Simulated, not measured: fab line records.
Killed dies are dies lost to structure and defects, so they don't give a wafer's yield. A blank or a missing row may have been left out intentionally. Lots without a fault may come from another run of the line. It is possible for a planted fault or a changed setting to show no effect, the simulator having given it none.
fab line records | flow sky130
record lots=5 wafers=15 last-day=50
route steps=708 shown SONOS_ONO@182 GATE_OXIDE@187 PAD_OPEN@708
lots untouched by any fault: they come from a run of this same line in which no faults occurred
start-h: hours from the record's first day to the start of the lot's first wafer shown | wait-h: how many hours have passed since the lot's step before this one | " as in the row above | L1.1+2: a row that stands for several wafers | - no value present, or no start provided | * or withheld: withheld | < > ~ a bound
route shown NAME@n: NAME is a module with steps in the file, n the number in the route of the first one | usual: mean and standard deviation over wafers with no fault | same: alike in all rows | chamber/n: place in a boat | sites: the reading at each site | _std_site: their standard deviation | _edge_site: inner sites' mean taken away from outer sites' mean | radius-mm: for every site, how far away it sits from the centre of the wafer | mask NAME#n: copy n | behind: the last tool/chamber to shape the wafer | hold: reason for holding the lot/hours on hold/outcome of the hold | device: transistor that didn't switch, given as n, p or np | end of line: the tests these same wafers got at the end of their route | for a step that has no rows: nothing shown but its recipe | killed: the dies lost at the first sort to structure and to defects; this is not the yield of the wafer | map: shows each die of a wafer: x if killed, . if not, _ if none is there
set.NAME: the setting the step ran with; set.NAME@STEP: the setting that earlier step ran with | model.NAME: the simulator's own value behind a step, which no gauge read
lots seen at some steps along the route; tables by step, rows by wafer
services: when a tool's chamber went out of use (start-h, in hours from the record's first day, below 0 if earlier), for how many hours, and the reason
## steps
# step SKY_SONOS_ONO_OVL_MEAS_14
# usual SONOS_ONO_OVL=0.1/1.5
# columns lot.wafer tool chamber start-h wait-h SONOS_ONO_OVL[nm]
L709.2 overlay-01 - 304.89 0.1 0.2
L709.3 " - " " -0.1
L709.4 " - " " -1.4
L719.4 overlay-01 - 376.02 0.1 3.3
L719.5 " - " " 3.9
L719.6 " - " " 3.2
L720.4 overlay-02 - 391.62 0.1 1.1
L720.5 " - " " 0.3
L720.6 " - " " -0.3
L723.2 overlay-02 - 451.91 0.1 -1.1
L723.4 " - " " 0.9
L723.5 " - " " 1.2
L729.2 overlay-02 - 469.56 0.1 0.0
L729.4 " - " " -0.6
L729.5 " - " " -0.4
# step SKY_SONOS_ONO_ETCH_15
# recipe target-depth-nm=19.52 chemistry=CHF3/O2 source-w=600 bias-w=200 pressure-mtorr=40 chf3-flow-sccm=50 O2_flow_sccm=5 time-s=7.8
# usual drypump-motor-current-A=5.8/0.33 oes-product-au=1.001/0.01 throttle-valve-pct=8.825/0.0097
# columns lot.wafer tool chamber start-h wait-h drypump-motor-current-A oes-product-au rf-hours-counter-h throttle-valve-pct
L709.2 rie-diel-03 3 304.92 0.0 5.9 1.003 1 8.829
L709.3 " 0 " " 5.6 1.011 111 8.833
L709.4 " 1 " " 5.9 0.990 7 8.830
L719.4 rie-diel-03 3 376.04 0.0 5.9 1.006 1 8.843
L719.5 " 0 " " 5.6 1.016 - 8.822
L719.6 " 3 " " 5.9 1.010 - 8.828
L720.4 rie-diel-02 3 391.64 0.0 6.5 1.000 17 8.818
L720.5 " 2 " " 5.5 0.986 - 8.828
L720.6 " 3 " " 6.5 1.000 - 8.830
L723.2 rie-diel-03 0 451.94 0.0 5.6 1.002 1 8.809
L723.4 " 2 " " 5.4 1.000 9 8.839
L723.5 " 2 " " 5.4 0.993 - 8.821
L729.2 rie-diel-03 2 469.59 0.0 5.4 0.999 9 8.818
L729.4 " 1 " " 5.8 1.000 9 8.803
L729.5 " 0 " " 5.6 0.999 - 8.826
# step SKY_SONOS_ONO_WET_ETCH_16
# recipe chemistry=dHF target-depth-nm=14 dry=n2-spin target=SiO2 dilution=100:1 temp-c=25 time-s=280
# step SKY_SONOS_ONO_STRIP_17
# recipe chemistry=O2/N2 power-w=1400 pressure-mtorr=1500 platen-temp-c=withheld o2-flow-sccm=3000 n2-flow-sccm=300 overash-fraction=0.5
# usual drypump-motor-current-A=5.6/0.39 oes-product-au=0.710/0.0045 strip-time-to-endpoint-s=14.11/0.04
# columns lot.wafer tool chamber start-h wait-h drypump-motor-current-A oes-product-au rf-hours-counter-h strip-time-to-endpoint-s
L709.2 plasma-asher-02 0 305.03 0.0 6.0 0.712 18 14.18
L709.3 " 0 " " 6.0 0.710 - 14.19
L709.4 " 1 " " 6.0 0.709 - 14.16
L719.4 plasma-asher-04 0 376.19 0.0 5.6 0.710 - 14.07
L719.5 " 1 " " 5.3 0.713 - 14.06
L719.6 " 0 " " 5.6 0.710 - 14.13
L720.4 plasma-asher-01 1 391.79 0.0 4.9 0.714 - 14.16
L720.5 " 1 " " 4.9 0.708 - 14.12
L720.6 " 0 " " 5.6 0.713 - 14.14
L723.2 plasma-asher-02 1 452.05 0.0 6.0 0.707 33 14.15
L723.4 " 0 " " 6.0 0.712 - 14.14
L723.5 " 1 " " 6.0 0.704 - 14.10
L729.2 plasma-asher-01 1 469.70 0.0 4.9 0.717 78 14.10
L729.4 " 0 " " 5.6 0.703 - 14.12
L729.5 " 1 " " 4.9 0.715 - 14.12
# step SKY_SONOS_ONO_WET_ETCH_18
# recipe chemistry=H3PO4 target-depth-nm=15 target=Si3N4 temp-c=160 time-s=172
# step SKY_GATE_OXIDE_CLEAN_00
# recipe chemistry=SC1/SC2 mix=1:4:20 temp-c=70 time-s=150 dry=n2-spin
# step SKY_GATE_OXIDE_OXIDATION_01
# recipe temp-c=900 ambient=O2 stabilise-s=600 purge-s=300 target-thk-a=102.68 ox-time-s=1473
# step SKY_GATE_OXIDE_THK_MEAS_02
# recipe reads=SiO2_of_GATE_OXIDE_OXIDATION_01
# usual GATE_OXIDE_OXIDATION_00_THK=10.21/0.2
# columns lot.wafer tool chamber start-h wait-h GATE_OXIDE_OXIDATION_00_THK[nm]
L709.2 film-metro-03 - 308.08 0.0 10.02
L709.3 " - " " 9.92
L709.4 " - " " 9.99
L719.4 film-metro-01 - 377.99 0.0 10.32
L719.5 " - " " 10.23
L719.6 " - " " 10.12
L720.4 film-metro-01 - 393.41 0.0 10.26
L720.5 " - " " 10.08
L720.6 " - " " 10.17
L723.2 film-metro-04 - 453.69 0.0 10.21
L723.4 " - " " 10.11
L723.5 " - " " 10.04
L729.2 film-metro-01 - 471.32 0.0 10.41
L729.4 " - " " 10.64
L729.5 " - " " 10.45
# step SKY_GATE_OXIDE_DEHYDRATE_03
# recipe temp-c=200 time-s=60
# step SKY_GATE_OXIDE_HMDS_04
# recipe prime-time-s=60 prime-temp-c=120
# step SKY_GATE_OXIDE_COAT_05
# recipe resist=NOVOLAK spin-rpm=3000 resist-thk-nm=1140
# step SKY_GATE_OXIDE_SOFTBAKE_06
# recipe temp-c=91.04 time-s=60 resist=NOVOLAK
# step SKY_GATE_OXIDE_EXPOSE_07
# recipe mask-id=LVOM na=0.6 source-shape=conventional sigma-outer=0.6 polarization=unpolarized target-cd-nm=600 dose-mj=170
# usual stage-vel-mm-s=499.96/0.26
# columns lot.wafer tool chamber start-h wait-h mask stage-vel-mm-s
L709.2 iline-stepper-01 0 320.44 - NWM#0 500.00
L709.3 " 0 " " NWM#0 499.64
L709.4 " 0 " " NWM#0 499.87
L719.4 iline-stepper-02 0 392.92 - LVOM#0 499.70
L719.5 " 0 " " LVOM#0 499.88
L719.6 " 0 " " LVOM#0 500.02
L720.4 iline-stepper-01 0 407.88 - LVOM#0 499.42
L720.5 " 0 " " LVOM#0 499.53
L720.6 " 0 " " LVOM#0 500.04
L723.2 iline-stepper-01 0 468.43 - LVOM#0 500.37
L723.4 " 0 " " LVOM#0 499.91
L723.5 " 0 " " LVOM#0 499.81
L729.2 iline-stepper-01 0 487.12 - LVOM#0 499.58
L729.4 " 0 " " LVOM#0 499.63
L729.5 " 0 " " LVOM#0 500.08
# step SKY_GATE_OXIDE_PEB_08
# recipe temp-c=withheld time-s=* resist=NOVOLAK
# step SKY_GATE_OXIDE_DEVELOP_09
# recipe resist=NOVOLAK developer=TMAH develop-time-s=60 dev-temp-c=23
# step SKY_GATE_OXIDE_OVL_MEAS_10
# usual GATE_OXIDE_OVL=0.6/1.5
# columns lot.wafer tool chamber start-h wait-h GATE_OXIDE_OVL[nm]
L709.2 overlay-02 - 333.47 0.1 -
L709.3 " - " " -
L709.4 " - " " -
L719.4 overlay-02 - 407.03 0.1 3.1
L719.5 " - " " 2.7
L719.6 " - " " 2.0
L720.4 overlay-02 - 422.19 0.1 0.1
L720.5 " - " " 0.9
L720.6 " - " " 0.2
L723.2 overlay-02 - 483.64 0.1 1.4
L723.4 " - " " 1.2
L723.5 " - " " -0.2
L729.2 overlay-02 - 501.54 0.1 -1.1
L729.4 " - " " 0.0
L729.5 " - " " -0.2
# step SKY_GATE_OXIDE_IMPLANT_11
# recipe species=B energy-kev=10 dose-cm2=2.6e+12 tilt-deg=withheld
# step SKY_GATE_OXIDE_WET_ETCH_12
# recipe chemistry=dHF target-depth-nm=16.8 dry=n2-spin target=SiO2 dilution=100:1 temp-c=25 time-s=336
# step SKY_GATE_OXIDE_STRIP_13
# recipe chemistry=O2/N2 power-w=1400 pressure-mtorr=1500 platen-temp-c=withheld o2-flow-sccm=3000 n2-flow-sccm=300 overash-fraction=0.5
# usual drypump-motor-current-A=5.7/0.39 oes-product-au=0.716/0.0043 strip-time-to-endpoint-s=14.13/0.046
# columns lot.wafer tool chamber start-h wait-h drypump-motor-current-A oes-product-au rf-hours-counter-h strip-time-to-endpoint-s
L709.2 plasma-asher-02 1 333.75 0.0 6.0 0.717 21 14.15
L709.3 " 1 " " 6.0 0.718 - 14.10
L709.4 " 0 " " 6.0 0.715 - 14.09
L719.4 plasma-asher-03 0 407.34 0.0 5.9 0.718 - 14.16
L719.5 " 1 " " 5.8 0.715 - 14.17
L719.6 " 0 " " 5.8 0.723 - 14.14
L720.4 plasma-asher-01 0 422.49 0.0 5.6 0.711 - 14.22
L720.5 " 0 " " 5.6 0.722 - 14.19
L720.6 " 1 " " 4.9 0.718 - 14.19
L723.2 plasma-asher-01 1 483.92 0.0 4.9 0.706 79 14.11
L723.4 " 0 " " 5.6 0.715 - 14.08
L723.5 " 0 " " 5.6 0.717 - 14.09
L729.2 plasma-asher-02 1 501.84 0.0 6.0 0.718 38 14.19
L729.4 " 0 " " 6.0 0.715 - 14.19
L729.5 " 0 " " 6.0 0.711 - 14.16
# step SKY_GATE_OXIDE_TW_MEAS_14
# usual GATE_OXIDE_TW=222.8/2
# columns lot.wafer tool chamber start-h wait-h GATE_OXIDE_TW
L709.2 film-metro-04 - 333.86 0.1 29.8
L709.3 " - " " 29.8
L709.4 " - " " 29.7
L719.4 film-metro-04 - 407.43 0.1 222.1
L719.5 " - " " 220.2
L719.6 " - " " 221.2
L720.4 film-metro-04 - 422.59 0.1 221.5
L720.5 " - " " 221.4
L720.6 " - " " 221.6
L723.2 film-metro-03 - 484.03 0.1 221.8
L723.4 " - " " 222.7
L723.5 " - " " 223.2
L729.2 film-metro-04 - 501.95 0.1 222.2
L729.4 " - " " 222.0
L729.5 " - " " 223.2
# step SKY_GATE_OXIDE_CLEAN_15
# recipe chemistry=SC1/SC2 mix=1:4:20 temp-c=70 time-s=150 dry=n2-spin
# step SKY_PAD_OPEN_PROBE_99
# usual killed_at_M0_to_M3=43/6.2 killed_at_M4_up=2.8/1.7 killed-at-contacts=24/4.8 killed-at-front-end=15/4.3 killed-at-other=0.3/0.55 killed-dies=85/8.4 killed-on-rim=17/3.8 killed-open=46/6.7 killed-short=38/6.2
# same gross-dies=492 killed-at-back-side=0
# columns lot.wafer tool chamber start-h wait-h killed_at_M0_to_M3 killed_at_M4_up killed-at-contacts killed-at-front-end killed-at-other killed-dies killed-on-rim killed-open killed-short
L709.2 prober-02 - 1089.30 0.1 49 1 20 422 0 492 96 37 47
L709.3 prober-02 - 1089.35 0.2 34 3 29 426 0 492 96 50 32
L709.4 prober-02 - 1089.40 0.2 35 4 29 424 0 492 96 41 43
L719.4 prober-01 - 1145.43 0.2 36 4 21 22 0 83 18 46 37
L719.5 prober-01 - 1145.48 0.2 50 3 24 15 0 92 10 54 37
L719.6 prober-01 - 1145.53 0.2 46 4 20 11 0 81 22 50 30
L720.4 prober-01 - 1147.34 0.2 49 5 24 10 0 88 14 48 40
L720.5 prober-01 - 1147.39 0.2 33 2 22 11 0 68 9 33 35
L720.6 prober-01 - 1147.44 0.2 46 2 28 19 0 95 21 49 46
L729.2 prober-01 - 1197.98 0.1 42 2 30 9 1 84 10 48 36
L729.4 prober-01 - 1198.08 0.2 45 1 20 9 0 75 9 45 30
L729.5 prober-01 - 1198.13 0.2 36 2 28 21 0 87 21 51 36
# killed by level:class
L709.2 GATE_OXIDE:area-expose=408 METAL2:geometric-particle:short=11 LI_CONTACT:geometric-particle:open=8 VIA1:geometric-particle:open=7 FIELD_ISO:geometric-particle:short=6 VIA3:geometric-particle:open=5 VIA2:geometric-particle:short=5 CONTACT:geometric-particle:short=5
L709.3 GATE_OXIDE:area-expose=410 CONTACT:geometric-particle:open=13 VIA1:geometric-particle:open=8 LI_CONTACT:geometric-particle:open=7 LOCAL_INTERCONNECT:geometric-particle:short=6 VIA2:geometric-particle:open=5 POLY_GATE:geometric-particle:open=4 VIA1:geometric-particle:short=4
L709.4 GATE_OXIDE:area-expose=408 LOCAL_INTERCONNECT:geometric-particle:short=9 LI_CONTACT:geometric-particle:open=8 VIA1:geometric-particle:open=8 CONTACT:geometric-particle:open=6 FIELD_ISO:geometric-particle:short=5 METAL2:geometric-particle:short=5 VIA3:geometric-particle:open=5
L719.4 FIELD_ISO:geometric-particle:open=7 CONTACT:geometric-particle:open=7 VIA2:geometric-particle:open=7 FIELD_ISO:geometric-particle:short=6 VIA1:geometric-particle:open=6 CONTACT:geometric-particle:short=5 METAL1:geometric-particle:short=5 LI_CONTACT:geometric-particle:open=4
L719.5 CONTACT:geometric-particle:open=9 LI_CONTACT:geometric-particle:open=9 VIA3:geometric-particle:open=9 VIA1:geometric-particle:open=8 VIA2:geometric-particle:open=7 METAL2:geometric-particle:short=6 METAL1:geometric-particle:short=5 POLY_GATE:geometric-particle:short=4
L719.6 VIA1:geometric-particle:open=18 VIA3:geometric-particle:open=9 LI_CONTACT:geometric-particle:open=7 CONTACT:geometric-particle:open=5 FIELD_ISO:geometric-particle:short=4 METAL1:geometric-particle:short=4 LOCAL_INTERCONNECT:geometric-particle:short=3 CONTACT:geometric-particle:short=3
L720.4 VIA1:geometric-particle:open=11 METAL2:geometric-particle:short=8 CONTACT:geometric-particle:open=8 CONTACT:geometric-particle:short=6 VIA1:geometric-particle:short=6 VIA2:geometric-particle:open=6 VIA3:geometric-particle:open=6 LI_CONTACT:geometric-particle:open=4
L720.5 METAL2:geometric-particle:short=11 LI_CONTACT:geometric-particle:open=8 POLY_GATE:geometric-particle:open=5 CONTACT:geometric-particle:open=5 VIA1:geometric-particle:open=5 VIA3:geometric-particle:open=5 LI_CONTACT:geometric-particle:short=4 VIA1:geometric-particle:short=4
L720.6 METAL2:geometric-particle:short=11 CONTACT:geometric-particle:open=11 LI_CONTACT:geometric-particle:open=6 VIA2:geometric-particle:open=6 METAL2:geometric-particle:open=5 FIELD_ISO:geometric-particle:open=4 POLY_GATE:geometric-particle:short=4 LI_CONTACT:geometric-particle:short=4
L729.2 CONTACT:geometric-particle:open=12 VIA3:geometric-particle:open=10 VIA1:geometric-particle:open=8 LI_CONTACT:geometric-particle:open=8 VIA1:geometric-particle:short=6 METAL1:geometric-particle:short=5 LI_CONTACT:geometric-particle:short=4 CONTACT:geometric-particle:short=4
L729.4 VIA1:geometric-particle:open=8 VIA2:geometric-particle:open=8 LI_CONTACT:geometric-particle:open=7 VIA3:geometric-particle:open=7 METAL2:geometric-particle:short=6 FIELD_ISO:geometric-particle:short=5 CONTACT:geometric-particle:open=5 METAL1:geometric-particle:short=4
L729.5 CONTACT:geometric-particle:open=12 VIA1:geometric-particle:open=9 LI_CONTACT:geometric-particle:open=7 VIA3:geometric-particle:open=7 SPACER:geometric-particle:short=6 METAL1:geometric-particle:short=6 LI_CONTACT:geometric-particle:short=5 FIELD_ISO:geometric-particle:open=4
# map L709.2 (x killed, . not)
__________xxxxxxxxxx_________
________xxxxxxxxxxxxxx_______
______xxxxxxxxxxxxxxxxxx_____
_____xxxxxxxxxxxxxxxxxxxx____
____xxxxxxxxxxxxxxxxxxxxxx___
___xxxxxxxxxxxxxxxxxxxxxxxx__
__xxxxxxxxxxxxxxxxxxxxxxxxxx_
_xxxxxxxxxxxxxxxxxxxxxxxxxxxx
_xxxxxxxxxxxxxxxxxxxxxxxxxxxx
_xxxxxxxxxxxxxxxxxxxxxxxxxxxx
_xxxxxxxxxxxxxxxxxxxxxxxxxxxx
_xxxxxxxxxxxxxxxxxxxxxxxxxxxx
_xxxxxxxxxxxxxxxxxxxxxxxxxxxx
_xxxxxxxxxxxxxxxxxxxxxxxxxxxx
_xxxxxxxxxxxxxxxxxxxxxxxxxxxx
__xxxxxxxxxxxxxxxxxxxxxxxxxx_
___xxxxxxxxxxxxxxxxxxxxxxxx__
____xxxxxxxxxxxxxxxxxxxxxx___
_____xxxxxxxxxxxxxxxxxxxx____
______xxxxxxxxxxxxxxxxxx_____
________xxxxxxxxxxxxxx_______
__________xxxxxxxxxx_________
# map L729.5 (x killed, . not)
__________..xxx....._________
________x...x........._______
______...x.............._____
_____.x...x........x.....____
____x...xx.......x....x..x___
___....................xx..__
__.x......xx...x.x....x....._
_.x.......x..................
_...................x..x.x...
_x.x..x....x....x..x......x..
_.........x...xx.....x.......
_x...x...x........x..........
_.x..x..x....x..........x..x.
_.x...x......................
_..xx.......xx....x.....x..x.
__.....x...x.x.......x...xx._
___....x........x.......xxx__
____......x.......x..x....___
_____x..x.....x.....xx.x.____
______..x...x...x......x_____
________x...xxx......._______
__________......x..._________
## services
# columns tool chamber start-h hours kind
rie-diel-03 2 292.88 2.1 repair
rie-diel-03 0 308.98 5.0 repair
rie-diel-02 1 316.08 - clean
plasma-asher-03 - 323.88 0.4 repair
rie-diel-03 3 331.76 16.4 repair
rie-diel-02 0 337.89 1.9 repair
rie-diel-02 3 340.05 7.7 repair
plasma-asher-01 - 340.91 1.2 repair
iline-stepper-02 - 375.51 4.4 pm
rie-diel-03 0 378.11 - clean
rie-diel-03 0 378.11 17.2 scheduled-down
rie-diel-03 0 378.11 17.2 vent-cycle
plasma-asher-02 - 401.10 14.6 pm
plasma-asher-04 - 421.25 9.0 pm
plasma-asher-03 - 421.36 11.0 repair
rie-diel-02 1 425.05 6.8 repair
iline-stepper-01 - 426.89 1.7 pm
rie-diel-02 - 433.28 2.8 pm
rie-diel-02 3 437.56 6.9 repair
rie-diel-02 - 442.97 1.5 repair
rie-diel-02 2 447.82 9.4 repair
plasma-asher-02 - 493.98 0.4 repair
iline-stepper-02 - 497.33 1.7 pm
iline-stepper-01 0 498.42 - calibration
## key
first-sign step=SKY_GATE_OXIDE_EXPOSE_07 reading=mask direction=changed
effect step=SKY_GATE_OXIDE_OVL_MEAS_10 reading=GATE_OXIDE_OVL direction=missing
effect step=SKY_GATE_OXIDE_TW_MEAS_14 reading=GATE_OXIDE_TW direction=down sigmas=96 usual=222.8 struck=29.8
effect step=SKY_PAD_OPEN_PROBE_99 reading=killed-at-front-end direction=up sigmas=96 usual=15 struck=424
more-kills-born-at SKY_GATE_OXIDE_EXPOSE_07@iline-stepper-01=1226
met-at SKY_GATE_OXIDE_EXPOSE_07
struck-wafers L709.2,L709.3,L709.4
later-rows-left-out L709.2,L709.3,L709.4
tester-left-out L709
fault kind=wrong-mask tool=any chamber=- onset-h=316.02 steps=SKY_GATE_OXIDE_EXPOSE_07 aux-copy=NWM#0 scope=struck-lots-only
# tester-left-out: of these lots the tester's yield and bins aren't shown, on N5 and GAA mostly nor the transistor test; their killed dies are dies lost to structure and defects alone, not to doping, threshold or leakage, so they don't give the yield
# later-rows-left-out: the simulator's readings of these wafers behind a module that went badly wrong aren't trusted and aren't shown, but for the sort
